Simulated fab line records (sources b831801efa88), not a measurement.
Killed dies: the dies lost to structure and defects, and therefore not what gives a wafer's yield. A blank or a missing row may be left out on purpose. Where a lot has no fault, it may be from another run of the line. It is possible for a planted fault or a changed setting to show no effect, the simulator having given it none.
Matching of chambers :: flow sfqLine :: SFQ_TRILAYER_I4_CMP_CMP_100 on cmp-01: 4 sister chambers
The step polishes SiO2. 18 wafers are shown with their chamber, then 9 later ones without.

== WAFERS PAIRED WITH THEIR CHAMBERS ==
wafer: L660.4
chamber: 3
motorCurrentA (A): 10.8
timeToEndpointS (s): 219

wafer: L660.5
chamber: 1
motorCurrentA (A): 9.5
timeToEndpointS (s): 219

wafer: L660.6
chamber: 2
motorCurrentA (A): 9.7
timeToEndpointS (s): 220

wafer: L665.2
chamber: 1
motorCurrentA (A): 9.0
timeToEndpointS (s): 208

wafer: L665.1
chamber: 0
motorCurrentA (A): 8.2
timeToEndpointS (s): 206

wafer: L665.3
chamber: 3
motorCurrentA (A): 10.2
timeToEndpointS (s): 207

wafer: L666.1
chamber: 0
motorCurrentA (A): 8.0
timeToEndpointS (s): 207

wafer: L666.3
chamber: 3
motorCurrentA (A): 10.4
timeToEndpointS (s): 214

wafer: L666.6
chamber: 2
motorCurrentA (A): 9.6
timeToEndpointS (s): 214

wafer: L668.3
chamber: 1
motorCurrentA (A): 8.9
timeToEndpointS (s): 209

wafer: L668.5
chamber: 1
motorCurrentA (A): 9.0
timeToEndpointS (s): 220

wafer: L668.6
chamber: 0
motorCurrentA (A): 8.3
timeToEndpointS (s): 213

wafer: L671.3
chamber: 1
motorCurrentA (A): 8.3
timeToEndpointS (s): 224

wafer: L671.5
chamber: 2
motorCurrentA (A): 10.1
timeToEndpointS (s): 226

wafer: L671.6
chamber: 3
motorCurrentA (A): 10.0
timeToEndpointS (s): 213

wafer: L672.3
chamber: 1
motorCurrentA (A): 8.4
timeToEndpointS (s): 208

wafer: L672.4
chamber: 0
motorCurrentA (A): 8.5
timeToEndpointS (s): 217

wafer: L672.6
chamber: 3
motorCurrentA (A): 9.6
timeToEndpointS (s): 211

SIGNATURES (means of the wafers above)
reading: motorCurrentA
chamber 0: 8.250
chamber 1: 8.850
chamber 2: 9.800
chamber 3: 10.200
scatter within a chamber: 0.382

reading: timeToEndpointS
chamber 0: 210.75
chamber 1: 214.67
chamber 2: 220.00
chamber 3: 212.80
scatter within a chamber: 5.89
Rule: a wafer lies at a distance from a chamber equal to the root of the sum of squares, over the readings, of (its reading less the chamber's mean, divided by the reading's scatter). The wafer belongs to the nearest chamber; if the next one is less than 2 further off, it can't be placed. The scatter: take each reading less its chamber's mean, square it, sum over the shown wafers, divide by the number of wafers less the number of chambers, and take the root.

== WAFERS WITHOUT THEIR CHAMBER ==
wafer: L678.4
motorCurrentA (A): 9.7
timeToEndpointS (s): 230

wafer: L678.5
motorCurrentA (A): 8.5
timeToEndpointS (s): 220

wafer: L678.6
motorCurrentA (A): 9.3
timeToEndpointS (s): 217

wafer: L682.4
motorCurrentA (A): 9.9
timeToEndpointS (s): 224

wafer: L682.2
motorCurrentA (A): 8.4
timeToEndpointS (s): 210

wafer: L682.5
motorCurrentA (A): 10.0
timeToEndpointS (s): 231

wafer: L683.2
motorCurrentA (A): 9.3
timeToEndpointS (s): 217

wafer: L683.4
motorCurrentA (A): 8.3
timeToEndpointS (s): 215

wafer: L683.5
motorCurrentA (A): 10.2
timeToEndpointS (s): 212

== WHICH CHAMBER EACH ONE RAN IN ==
wafer: L678.4
from the rows above: can't be placed: 2 or 3 or 1
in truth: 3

wafer: L678.5
from the rows above: can't be placed: 1 or 0
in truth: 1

wafer: L678.6
from the rows above: can't be placed: 1 or 2 or 3 or 0
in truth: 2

wafer: L682.4
from the rows above: can't be placed: 2 or 3
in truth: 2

wafer: L682.2
from the rows above: can't be placed: 0 or 1
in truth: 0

wafer: L682.5
from the rows above: can't be placed: 2 or 3
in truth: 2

wafer: L683.2
from the rows above: can't be placed: 1 or 2 or 3 or 0
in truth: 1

wafer: L683.4
from the rows above: can't be placed: 0 or 1
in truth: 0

wafer: L683.5
from the rows above: can't be placed: 3 or 2
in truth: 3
Correct placement for 0 of the 9. These rows do not allow placing 9 (true chamber among the candidates in 9). Wrongly placed: 0.
